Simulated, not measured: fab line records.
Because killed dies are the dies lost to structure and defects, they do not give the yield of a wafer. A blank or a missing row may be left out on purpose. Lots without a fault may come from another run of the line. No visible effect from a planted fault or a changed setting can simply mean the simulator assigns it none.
Lot-split experiment / flow sfq line / 23 wafers read across 5 lots, on a route 325 steps long

== SPLIT DETAILS ==
At SFQ_TRILAYER_I3_VIA_LITHO_PEB_088 (peb time 60 s), the setting peb temp c was moved away from the recipe's 115 C on 4 of the 23 wafers read, by -1.3% to +1.6%. The other wafers ran this setting at the recipe's value.

== BETWEEN THE SPLIT AND THE READING: the file shows 1 step in between ==
- SFQ_TRILAYER_I3_VIA_BARC_OPEN_VIA_ETCH_121: etches BARC in O2, target depth 125 nm, time 41.7 s (also split here: pressure mtorr)

== THE READING ==
I3.cd nm (the simulator's own value, which no gauge read), in nm, at SFQ_TRILAYER_I3_VIA_ETCH_VIA_ETCH_088 (etches SiO2 in CHF3, stops on Nb, target depth 260 nm). There is no usual value for it anywhere in the file. Across the 19 wafers here that went through the recipe, the average is 499.2 nm and the standard deviation 2.4 nm.

wafer=L074.2; tool, chamber at the split=litho track-02, 0; peb temp c as run, C=115; against the recipe=recipe; I3.cd nm, nm=500.1; against lot-mates on the recipe=-
wafer=L074.4; tool, chamber at the split=litho track-02, 0; peb temp c as run, C=115; against the recipe=recipe; I3.cd nm, nm=502.8; against lot-mates on the recipe=-
wafer=L074.5; tool, chamber at the split=litho track-02, 0; peb temp c as run, C=115; against the recipe=recipe; I3.cd nm, nm=499.5; against lot-mates on the recipe=-
wafer=L076.2; tool, chamber at the split=litho track-02, 0; peb temp c as run, C=113.5; against the recipe=-1.3%; I3.cd nm, nm=473.3; against lot-mates on the recipe=-29.5
wafer=L076.3; tool, chamber at the split=litho track-02, 0; peb temp c as run, C=115; against the recipe=recipe; I3.cd nm, nm=503.5; against lot-mates on the recipe=-
wafer=L076.4; tool, chamber at the split=litho track-02, 0; peb temp c as run, C=115; against the recipe=recipe; I3.cd nm, nm=502.9; against lot-mates on the recipe=-
wafer=L076.5; tool, chamber at the split=litho track-02, 0; peb temp c as run, C=115; against the recipe=recipe; I3.cd nm, nm=502.1; against lot-mates on the recipe=-
wafer=L076.6; tool, chamber at the split=litho track-02, 0; peb temp c as run, C=113.5; against the recipe=-1.3%; I3.cd nm, nm=474.5; against lot-mates on the recipe=-28.3
wafer=L078.1; tool, chamber at the split=litho track-02, 0; peb temp c as run, C=115; against the recipe=recipe; I3.cd nm, nm=501; against lot-mates on the recipe=-
wafer=L078.2; tool, chamber at the split=litho track-02, 0; peb temp c as run, C=115; against the recipe=recipe; I3.cd nm, nm=496.4; against lot-mates on the recipe=-
wafer=L078.3; tool, chamber at the split=litho track-02, 0; peb temp c as run, C=115; against the recipe=recipe; I3.cd nm, nm=495.9; against lot-mates on the recipe=-
wafer=L078.4; tool, chamber at the split=litho track-02, 0; peb temp c as run, C=115; against the recipe=recipe; I3.cd nm, nm=499.5; against lot-mates on the recipe=-
wafer=L078.5; tool, chamber at the split=litho track-02, 0; peb temp c as run, C=115; against the recipe=recipe; I3.cd nm, nm=498.5; against lot-mates on the recipe=-
wafer=L080.2; tool, chamber at the split=litho track-02, 0; peb temp c as run, C=116.8; against the recipe=+1.6%; I3.cd nm, nm=530.4; against lot-mates on the recipe=+32.5
wafer=L080.3; tool, chamber at the split=litho track-02, 0; peb temp c as run, C=116.8; against the recipe=+1.6%; I3.cd nm, nm=529.1; against lot-mates on the recipe=+31.2
wafer=L080.4; tool, chamber at the split=litho track-02, 0; peb temp c as run, C=115; against the recipe=recipe; I3.cd nm, nm=494.5; against lot-mates on the recipe=-
wafer=L080.5; tool, chamber at the split=litho track-02, 0; peb temp c as run, C=115; against the recipe=recipe; I3.cd nm, nm=500.6; against lot-mates on the recipe=-
wafer=L080.6; tool, chamber at the split=litho track-02, 0; peb temp c as run, C=115; against the recipe=recipe; I3.cd nm, nm=498.7; against lot-mates on the recipe=-
wafer=L083.1; tool, chamber at the split=litho track-01, 0; peb temp c as run, C=115; against the recipe=recipe; I3.cd nm, nm=497.9; against lot-mates on the recipe=-
wafer=L083.5; tool, chamber at the split=litho track-01, 0; peb temp c as run, C=115; against the recipe=recipe; I3.cd nm, nm=497.9; against lot-mates on the recipe=-
wafer=L083.3; tool, chamber at the split=litho track-01, 0; peb temp c as run, C=115; against the recipe=recipe; I3.cd nm, nm=497; against lot-mates on the recipe=-
wafer=L083.4; tool, chamber at the split=litho track-01, 0; peb temp c as run, C=115; against the recipe=recipe; I3.cd nm, nm=498; against lot-mates on the recipe=-
wafer=L083.6; tool, chamber at the split=litho track-01, 0; peb temp c as run, C=115; against the recipe=recipe; I3.cd nm, nm=497.7; against lot-mates on the recipe=-

FIT RESULTS
A straight line over all 23 wafers: I3.cd nm changes by +19.5 nm for each +1% of peb temp c; r = +0.98; the points scatter about the line by 2.3 nm.
The same after taking each lot's own level away (the mean of its wafers on the recipe; 23 wafers): +21.1 nm for each +1%; r = +0.99; scatter 1.6 nm.
Per that fit: largest peb temp c move, reading shift of 33 nm.
From 497.70 to 502.83 nm: that is the span of the lots' own levels, equal to 2.1 times the standard deviation above.
The two slopes are in agreement: the lot-to-lot level therefore moves the slope only a little.
Check: for one of the wafers moved furthest among these (+1.6%), held out of the fit, the line's prediction against its lot-mates is +33 nm. Against them it came out at +32.5 nm.

== THE OTHER SPLITS THESE WAFERS WENT THROUGH ==
These wafers also went through other splits before the reading. Each is held against what the fit with the lots' levels taken away leaves over:
other split on the same wafers=SFQ_TRILAYER_M1_LITHO_EXPOSE_040 dose mj; wafers away from the commonest value=10; r with I3.cd nm (lot level and that fit taken away)=+0.18
other split on the same wafers=SFQ_TRILAYER_I1_CMP_CMP_046 leave above ref nm; wafers away from the commonest value=8; r with I3.cd nm (lot level and that fit taken away)=+0.05
other split on the same wafers=SFQ_TRILAYER_I1_VIA_LITHO_COAT_049 resist thk nm; wafers away from the commonest value=9; r with I3.cd nm (lot level and that fit taken away)=-0.19
other split on the same wafers=SFQ_TRILAYER_I1_VIA_BARC_OPEN_VIA_ETCH_071 bias w; wafers away from the commonest value=10; r with I3.cd nm (lot level and that fit taken away)=+0.04
other split on the same wafers=SFQ_TRILAYER_M2_LITHO_COAT_062 resist thk nm; wafers away from the commonest value=11; r with I3.cd nm (lot level and that fit taken away)=+0.10
other split on the same wafers=SFQ_TRILAYER_M2_ETCH_METAL_ETCH_060 icp w; wafers away from the commonest value=6; r with I3.cd nm (lot level and that fit taken away)=+0.23
other split on the same wafers=SFQ_TRILAYER_I2_VIA_LITHO_COAT_067 spin rpm; wafers away from the commonest value=7; r with I3.cd nm (lot level and that fit taken away)=+0.27
other split on the same wafers=SFQ_TRILAYER_M3_LITHO_COAT_075 resist thk nm; wafers away from the commonest value=10; r with I3.cd nm (lot level and that fit taken away)=-0.24
other split on the same wafers=SFQ_TRILAYER_I3_VIA_BARC_OPEN_VIA_ETCH_121 pressure mtorr; wafers away from the commonest value=15; r with I3.cd nm (lot level and that fit taken away)=+0.14

== THE WHOLE CHAIN: every reading that the file lists as answering this split, in the file's order ==
step=SFQ_TRILAYER_I3_VIA_BARC_OPEN_VIA_ETCH_121; what it does=etches BARC in O2, target depth 125 nm, time 41.7 s; reading=I3.cd nm (the simulator's own value, which no gauge read); change (the file's fit)=+19.9 nm for each +1% of the setting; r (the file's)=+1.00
step=SFQ_TRILAYER_I3_VIA_ETCH_VIA_ETCH_088; what it does=etches SiO2 in CHF3, stops on Nb, target depth 260 nm; reading=I3.cd nm (the simulator's own value, which no gauge read); change (the file's fit)=+21.1 nm for each +1% of the setting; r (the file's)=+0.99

== FILE'S OWN FIT ==
I3.cd nm changes by +21.1 nm for each +1% of peb temp c, r = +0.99.
